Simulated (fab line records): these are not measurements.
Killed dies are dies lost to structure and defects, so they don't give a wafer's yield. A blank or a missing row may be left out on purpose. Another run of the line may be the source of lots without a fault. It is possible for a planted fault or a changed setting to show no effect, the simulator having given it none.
fab line records | flow sky130 | part 2 of 2: steps 26 to 35 of 35
record: lots: 5 wafers: 15 last-day: 49
route steps=708 shown CAP2M@615 METAL4@621 VIA4@639
lots untouched by any fault: they come from a run of this same line in which no faults occurred
start-h: start of the lot's first displayed wafer, in hours after the record's first day | wait-h: hours elapsed since this lot's preceding step | " repeats the value in the row above | L1.1+2: one row covering several wafers at once | - value missing, or start not given | * or withheld: withheld | < > ~ a bound
route shown NAME@n: NAME is a module with steps in the file, n the number in the route of the first one | usual: mean/standard deviation taken from wafers without a fault | same: alike in all rows | chamber/n: place in a boat | sites: the reading at each site | _std_site: the standard deviation of these | _edge_site: mean of outer sites minus mean of inner sites | radius-mm: for every site, how far away it sits from the centre of the wafer | mask NAME#n: copy n | behind: the tool/chamber that last shaped the wafer | hold: reason for holding the lot/hours on hold/outcome of the hold | device: names the non-switching transistor (n, p or np) | end of line: the route-end tests of the same wafers | a step given without rows: its recipe and nothing more | killed: dies that structure and defects cost at the first sort, which is not the same as the wafer's yield | map: a wafer's dies, x killed, . not, _ none there
set.NAME: the setting that was run; set.NAME@STEP: the one run at that earlier step | model.NAME: the simulator's own value behind a step, which no gauge read
lots at some steps of the route; a table a step, a row a wafer
services: when a tool's chamber went out of use (start-h, in hours from the record's first day, below 0 if earlier), for how many hours, and the reason
== steps ==
step: SKY_VIA4_THK_MEAS_01
recipe: reads: SiO2_of_VIA4_HDPCVD_00
usual: VIA4_HDPCVD_THK: 1744/16
columns lot.wafer tool chamber start-h wait-h VIA4_HDPCVD_THK[nm]
L080.2 film-metro-04 - 1027.89 0.1 1751
L080.3 " - " " 1732
L080.6 " - " " 1733
L084.3 film-metro-02 - 1047.34 0.1 1749
L084.4 " - " " 1746
L084.6 " - " " 1743
L085.4 film-metro-02 - 1049.43 0.0 1750
L085.5 " - " " 1743
L085.6 " - " " 1735
L090.1 film-metro-03 - 1086.25 0.1 1781
L090.3 " - " " 1772
L090.5 " - " " 1774
L093.1 film-metro-04 - 1101.59 0.1 1727
L093.4 " - " " 1718
L093.6 " - " " 1741
step: SKY_VIA4_CMP_02
recipe: material: SiO2 down-force-psi: 4 platen-rpm: 60 pad-velocity-m-s: 0.94248
usual: motor-current-A: 12.4/1.2
columns lot.wafer tool chamber start-h wait-h motor-current-A
L080.2 cmp-02 3 1027.94 0.0 12.5
L080.3 " 0 " " 13.9
L080.6 " 3 " " 12.3
L084.3 cmp-02 0 1047.43 0.1 13.5
L084.4 " 1 " " 11.0
L084.6 " 0 " " 14.0
L085.4 cmp-01 0 1049.56 0.1 11.5
L085.5 " 2 " " 11.0
L085.6 " 3 " " 14.1
L090.1 cmp-01 1 1086.70 0.4 12.5
L090.3 " 0 " " 11.6
L090.5 " 1 " " 12.8
L093.1 cmp-02 2 1101.83 0.2 12.5
L093.4 " 3 " " 11.8
L093.6 " 2 " " 12.4
step: SKY_VIA4_BOW_MEAS_03
recipe: mode: bow
usual: VIA4_BOW: 80/8.6
columns lot.wafer tool chamber start-h wait-h VIA4_BOW[um]
L080.2 film-metro-02 - 1028.26 0.3 84
L080.3 " - " " 89
L080.6 " - " " 77
L084.3 film-metro-04 - 1047.72 0.2 77
L084.4 " - " " 91
L084.6 " - " " 88
L085.4 film-metro-04 - 1049.82 0.2 80
L085.5 " - " " 81
L085.6 " - " " 77
L090.1 film-metro-03 - 1087.00 0.2 97
L090.3 " - " " 92
L090.5 " - " " 80
L093.1 film-metro-02 - 1102.13 0.2 85
L093.4 " - " " 83
L093.6 " - " " 68
step: SKY_VIA4_DEHYDRATE_04
recipe: temp-c: 200 time-s: 60
usual: chill-plate-temp-C: 22.99/0.11
columns lot.wafer tool chamber start-h wait-h chill-plate-temp-C
L080.2 litho-track-04 0 1037.56 9.3 23.11
L080.3 " 0 " " 23.02
L080.6 " 0 " " 23.05
L084.3 litho-track-01 0 1057.69 10.0 23.03
L084.4 " 0 " " 23.11
L084.6 " 0 " " 22.95
L085.4 litho-track-03 0 1059.83 10.0 23.08
L085.5 " 0 " " 23.12
L085.6 " 0 " " 22.93
L090.1 litho-track-03 0 1096.70 9.7 23.06
L090.3 " 0 " " 22.95
L090.5 " 0 " " 22.70
L093.1 litho-track-03 0 1110.65 8.5 22.99
L093.4 " 0 " " 23.10
L093.6 " 0 " " 23.05
step: SKY_VIA4_HMDS_05
recipe: prime-time-s: 60 prime-temp-c: 120
usual: chill-plate-temp-C: 23.00/0.085 prime-temp-c: 120.01/0.14
columns lot.wafer tool chamber start-h wait-h chill-plate-temp-C prime-temp-c
L080.2 litho-track-04 0 1037.71 0.1 22.93 119.86
L080.3 " 0 " " 22.98 119.70
L080.6 " 0 " " 22.97 119.97
L084.3 litho-track-01 0 1057.84 0.1 23.03 120.13
L084.4 " 0 " " 23.06 120.12
L084.6 " 0 " " 23.07 120.30
L085.4 litho-track-03 0 1059.98 0.1 22.96 119.97
L085.5 " 0 " " 22.91 119.96
L085.6 " 0 " " 23.00 119.92
L090.1 litho-track-03 0 1096.85 0.1 23.08 119.90
L090.3 " 0 " " 23.05 119.96
L090.5 " 0 " " 23.13 119.93
L093.1 litho-track-03 0 1110.80 0.1 23.11 119.95
L093.4 " 0 " " 23.01 119.99
L093.6 " 0 " " 23.00 119.94
step: SKY_VIA4_COAT_06
recipe: resist: NOVOLAK spin-rpm: 3000 resist-thk-nm: 1140
usual: chill-plate-temp-C: 22.97/0.1 dispense-pressure-kPa: 50.2/2.7 spin-speed-rpm: 3000.1/2
columns lot.wafer tool chamber start-h wait-h chill-plate-temp-C dispense-pressure-kPa spin-speed-rpm
L080.2 litho-track-04 0 1037.86 0.1 22.81 54.5 2998.2
L080.3 " 0 " " 22.91 54.5 3001.0
L080.6 " 0 " " 22.93 54.4 2999.1
L084.3 litho-track-01 0 1057.99 0.1 22.98 48.6 2999.4
L084.4 " 0 " " 22.88 48.6 2997.6
L084.6 " 0 " " 22.99 48.6 2995.3
L085.4 litho-track-03 0 1060.13 0.1 22.97 48.6 3001.4
L085.5 " 0 " " 22.92 48.5 2996.6
L085.6 " 0 " " 23.16 48.6 3000.9
L090.1 litho-track-03 0 1097.00 0.1 22.96 48.5 2998.7
L090.3 " 0 " " 23.07 48.5 2998.2
L090.5 " 0 " " 23.13 48.5 3002.0
L093.1 litho-track-03 0 1110.95 0.1 23.05 48.4 3003.2
L093.4 " 0 " " 22.99 48.4 3003.4
L093.6 " 0 " " 22.97 48.4 2999.2
step: SKY_VIA4_SOFTBAKE_07
recipe: temp-c: 90 time-s: 60 resist: NOVOLAK
usual: chill-plate-temp-C: 23.02/0.12
columns lot.wafer tool chamber start-h wait-h chill-plate-temp-C
L080.2 litho-track-04 0 1038.01 0.1 22.93
L080.3 " 0 " " 22.79
L080.6 " 0 " " 22.96
L084.3 litho-track-01 0 1058.14 0.1 23.23
L084.4 " 0 " " 23.05
L084.6 " 0 " " 23.19
L085.4 litho-track-03 0 1060.28 0.1 22.82
L085.5 " 0 " " 22.97
L085.6 " 0 " " 23.01
L090.1 litho-track-03 0 1097.15 0.1 22.87
L090.3 " 0 " " 22.88
L090.5 " 0 " " 23.01
L093.1 litho-track-03 0 1111.10 0.1 23.12
L093.4 " 0 " " 23.35
L093.6 " 0 " " 22.98
step: SKY_VIA4_EXPOSE_08
recipe: mask-id: VIM4 na: 0.6 source-shape: conventional sigma-outer: 0.6 polarization: unpolarized target-cd-nm: 800 dose-mj: 132
columns lot.wafer tool chamber start-h wait-h mask
L080.2+3+6 iline-stepper-01 0 - - VIM4#0
L084.3+4+6 iline-stepper-01 0 - - VIM4#0
L085.4+5+6 iline-stepper-02 0 - - VIM4#0
L090.1+3+5 iline-stepper-01 0 - - VIM4#0
L093.1+4+6 iline-stepper-02 0 - - VIM4#0
step: SKY_VIA4_PEB_09
recipe: temp-c: withheld time-s: * resist: NOVOLAK
usual: chill-plate-temp-C: *
columns lot.wafer tool chamber start-h wait-h chill-plate-temp-C
L080.2 litho-track-03 0 - - *
L080.3 " 0 " " *
L080.6 " 0 " " *
L084.3 litho-track-04 0 - - *
L084.4 " 0 " " *
L084.6 " 0 " " *
L085.4 litho-track-04 0 - - *
L085.5 " 0 " " *
L085.6 " 0 " " *
L090.1 litho-track-04 0 - - *
L090.3 " 0 " " *
L090.5 " 0 " " *
L093.1 litho-track-03 0 - - *
L093.4 " 0 " " *
L093.6 " 0 " " *
step: SKY_VIA4_DEVELOP_10
recipe: resist: NOVOLAK developer: TMAH develop-time-s: 60 dev-temp-c: 23
usual: chill-plate-temp-C: 23.02/0.11
columns lot.wafer tool chamber start-h wait-h chill-plate-temp-C
L080.2 litho-track-03 0 1049.83 0.1 23.14
L080.3 " 0 " " 23.18
L080.6 " 0 " " 22.96
L084.3 litho-track-04 0 1068.29 0.1 23.06
L084.4 " 0 " " 23.06
L084.6 " 0 " " 22.78
L085.4 litho-track-04 0 1071.16 0.1 23.12
L085.5 " 0 " " 23.10
L085.6 " 0 " " 23.25
L090.1 litho-track-04 0 1106.44 0.1 23.03
L090.3 " 0 " " 23.07
L090.5 " 0 " " 23.00
L093.1 litho-track-03 0 1121.50 0.1 23.04
L093.4 " 0 " " 23.27
L093.6 " 0 " " 23.13
== services ==
columns tool chamber start-h hours kind
iline-stepper-02 - 980.10 1.7 pm
iline-stepper-02 - 981.76 2.1 pm
iline-stepper-01 - 983.85 8.9 pm
hdpcvd-01 1 986.50 9.4 repair
krf-scanner-01 - 987.53 0.8 pm
hdpcvd-02 1 1016.32 6.1 repair
krf-scanner-01 - 1030.36 4.4 pm
iline-stepper-01 - 1034.58 1.7 pm
rie-diel-01 0 1041.95 8.5 repair
wet-bench-03 - 1043.06 3.7 repair
wet-bench-02 - 1043.80 6.4 repair
plasma-asher-03 - 1044.69 4.3 pm
iline-stepper-01 - 1050.35 4.4 pm
krf-scanner-01 - 1051.77 1.0 pm
plasma-asher-04 - 1055.25 9.0 pm
krf-scanner-02 - 1060.23 1.0 pm
plasma-asher-03 - 1060.70 4.2 repair
hdpcvd-02 1 1064.39 19.9 repair
cmp-02 - 1084.76 4.0 pm
cmp-02 - 1085.03 0.3 repair
rie-metal-04 - 1092.43 0.4 repair
krf-scanner-01 - 1105.76 2.4 repair
rie-metal-03 1 1111.93 4.8 repair
krf-scanner-01 - 1119.07 6.4 repair
